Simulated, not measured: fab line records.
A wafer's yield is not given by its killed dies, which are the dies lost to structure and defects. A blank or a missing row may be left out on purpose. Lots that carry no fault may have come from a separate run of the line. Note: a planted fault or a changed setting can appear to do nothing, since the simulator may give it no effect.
Struck lot and sound lot, side by side || flow sky130 || 15 steps out of a route of 708
Sound: these wafers, L717.2, L717.3, L717.6. Wafers L706.1, L706.5, L706.6 were the ones struck. The cause is given at the end.
Order at every step that has rows: each side's tool, ch and its chambers, its first start. Under that, the readings that differ: sound wafers || struck wafers || difference of the means || sigmas: that difference in standard deviations of wafers without a fault.
alike: readings with means less than 2 such deviations apart, plus words and numbers identical on both sides. not compared: withheld readings, readings lacking a value on some wafer, bounds such as >300 that could conceal the same value, and numbers that have no deviation in the record and whose values overlap.
The two part at a step that has a row with sigmas, a row that says differs or no value, or rows on one side only. Numbers that have no deviation but don't overlap get no sigmas and don't part them. A reading that every wafer of one side lacks parts them only if that side has two wafers or more.

SKY_CAP2M_THK_MEAS_01:
  sound: film metro-04 at day 45 00:11; struck: film metro-04 at day 44 06:13
  alike: CAP2M_CVD_00_THK
SKY_CAP2M_SPUTTER_02: material TiN, target thk 200 nm, time 166.7 s.
  sound: pvd sputter-03 at day 45 00:14; struck: pvd sputter-04 at day 44 06:16
{"reading": "throttle valve pct (%)", "sound": "31.5 32.1 31.5", "struck": "28.8 29.7 29.1", "difference": -2.5, "sigmas": -3}
SKY_CAP2M_RS_MEAS_03: uses a four-point probe to measure.
  sound: film metro-01 at day 45 00:22; struck: film metro-04 at day 44 06:23
  alike: CAP2M_TIN_RS
SKY_CAP2M_THK_MEAS_04: measures by xrf.
  sound: film metro-01 at day 45 00:29; struck: film metro-04 at day 44 06:30
  alike: CAP2M_TIN_THK
then, 7 steps without rows for these wafers: SKY_CAP2M_DEHYDRATE_05 (time 60 s); SKY_CAP2M_HMDS_06 (prime time 60 s); SKY_CAP2M_COAT_07 (resist thk 1140 nm); SKY_CAP2M_SOFTBAKE_08 (time 60 s); SKY_CAP2M_EXPOSE_09 (exposes mask CAP2M, target cd 1000 nm); SKY_CAP2M_PEB_10; SKY_CAP2M_DEVELOP_11 (develop time 60 s).
SKY_CAP2M_OVL_MEAS_12:
  sound: overlay-02 at day 45 21:25; struck: overlay-01 at day 45 03:13
  alike: CAP2M_OVL
SKY_CAP2M_METAL_ETCH_13: etches TiN in Cl2/BCl3, stops on SiO2, target depth 220 nm, time 62.9 s.
  sound on rie metal-04 ch 0,1, day 45 21:27; struck on rie metal-03 ch 0,1, day 45 03:15
  no value came back on the struck wafers for any of 7 readings (bcl3 flow sccm (sccm), bias w (W) and others); on the sound wafers bcl3 flow sccm (sccm) reads 30.04 29.95 30.11
{"reading": "model.NOVOLAK_of_CAP2M_COAT_07.thk nm (nm)", "sound": "995.4 989.5 983.8", "struck": "1139 1140 1140", "difference": "+150", "sigmas": ""}
  not compared: rf hours counter h
SKY_CAP2M_STRIP_14: strips in O2/N2.
  sound on plasma asher-01 ch 0,1, day 45 21:31; struck on plasma asher-03 ch 0,1, day 45 03:19
{"reading": "strip time to endpoint s (s)", "sound": "12.67 12.61 12.56", "struck": "14.17 14.18 14.17", "difference": "+1.56", "sigmas": "+43"}
  alike: chamber pressure mTorr, drypump motor current A, oes product au
  not compared: rf hours counter h
then, 1 step without rows for these wafers: SKY_CAP2M_STRIP_15 (strips in post etch residue remover, time 1200 s).

== WHERE THEY PART ==
Earliest at SKY_CAP2M_SPUTTER_02; latest, in this record, at SKY_CAP2M_STRIP_14.

WHY: what the simulator had put in
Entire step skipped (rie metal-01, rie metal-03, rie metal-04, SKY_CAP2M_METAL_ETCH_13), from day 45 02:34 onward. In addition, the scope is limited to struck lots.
